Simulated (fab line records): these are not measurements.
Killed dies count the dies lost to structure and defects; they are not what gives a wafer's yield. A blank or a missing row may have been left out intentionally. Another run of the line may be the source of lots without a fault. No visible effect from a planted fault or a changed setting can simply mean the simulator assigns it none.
A struck lot beside a sound one	flow gf180mcu	19 steps out of a route of 602
Sound: the wafers L506.2, L506.4, L506.5. Struck: wafers L524.1, L524.3, L524.6. The cause is named last.
For every step that has rows: the tool of each side, followed by ch and its chambers, followed by its first start. Under that, the readings that differ: sound wafers	struck wafers	difference of the means	sigmas: that difference in standard deviations of wafers without a fault.
alike: a reading whose means differ by less than 2 such deviations, as well as words and numbers matching on both sides. not compared: withheld readings; readings where some wafer has no value; bounds like >300 that might hide an equal value; numbers whose values overlap and for which the record gives no deviation.
The two part at a step that has a row with sigmas, a row that says differs or no value, or rows on one side only. Non-overlapping numbers with no deviation appear without sigmas and do not part them. A reading that every wafer of one side lacks parts them only if that side has two wafers or more.

first, 2 steps without rows for these wafers: GF_M3_CLEAN_19 (cleans in DIW); GF_V3_CVD_00 (deposits SiO2, target thk 600 nm, time 100 s).
GF_V3_THK_MEAS_01:
  sound on film_metro-01, day 22 02:32; struck on film_metro-04, day 28 02:05
reading	sound	struck	difference	sigmas
V3_CVD_00_THK (nm)	560 563 560	579 577 577	+17	+3
GF_V3_CVD_02: deposits SiO2 from TEOS, target thk 850 nm, time 94.851 s.
  sound on pecvd-02 ch 0,1,2, day 22 02:35; struck on pecvd-02 ch 0,1, day 28 02:09
  alike: heater_power_w
GF_V3_THK_MEAS_03:
  sound on film_metro-04, day 22 02:40; struck on film_metro-01, day 28 02:13
  alike: V3_CVD_02_THK
GF_V3_CMP_04: polishes SiO2.
  sound on cmp-02 ch 0,2,3, day 22 02:49; struck on cmp-01 ch 0,1, day 28 02:17
  alike: edge_zone_pressure_frac, motor_current_A, retaining_ring_pressure_frac, time_to_endpoint_s
GF_V3_BOW_MEAS_05:
  sound on film_metro-03, day 22 03:02; struck on film_metro-03, day 28 02:35
  alike: V3_BOW
then, 5 steps without rows for these wafers: GF_V3_DEHYDRATE_06 (time 60 s); GF_V3_HMDS_07 (prime time 60 s); GF_V3_COAT_08; GF_V3_COAT_09 (resist thk 1000 nm); GF_V3_SOFTBAKE_10 (time 60 s).
GF_V3_EXPOSE_11: exposes mask Via3, target cd 260 nm.
  sound on krf_scanner-02 ch 0, day 22 14:05; struck on krf_scanner-01 ch 0, day 28 12:47
reading	sound	struck	difference	sigmas
model.V3.overlay_x_nm (nm)	-3.15 -3.15 -3.15	16.95 16.95 16.95	+20.10	
  alike: mask, focus_offset_nm
then, 2 steps without rows for these wafers: GF_V3_PEB_12 (peb time 90 s); GF_V3_DEVELOP_13 (develop time 60 s).
GF_V3_CD_MEAS_14 targets a cd of 260 nm.
  sound on cd_sem-02, day 23 00:55; struck on cd_sem-01, day 28 21:21
  alike: cd_nm
GF_V3_OVL_MEAS_15:
  sound on overlay-02, day 23 01:01; struck on overlay-02, day 28 21:28
reading	sound	struck	difference	sigmas
V3_OVL (nm)	-6 -2 -5	17 22 22	+25	+4
GF_V3_ETCH_16: etches BARC in N2/H2.
  sound on rie_diel-03 ch 0,1,2, day 23 01:03; struck on rie_diel-02 ch 1,2,3, day 28 21:30
  alike: drypump_motor_current_A, oes_product_au, throttle_valve_pct
-- the record jumps here: 5 days lie between the struck wafers' starts before and after (it left off in module V3 and takes up again in module PASSIVATION, whose first step shown is number 602 of the route) --
GF_PASSIVATION_PROBE_99:
  record: rows for the struck wafers here (prober-01, day 34 08:15), none for the sound ones

WHERE THEY PART
At GF_V3_THK_MEAS_01 first; at GF_PASSIVATION_PROBE_99 last (within this record only).

WHY: what the simulator had put in
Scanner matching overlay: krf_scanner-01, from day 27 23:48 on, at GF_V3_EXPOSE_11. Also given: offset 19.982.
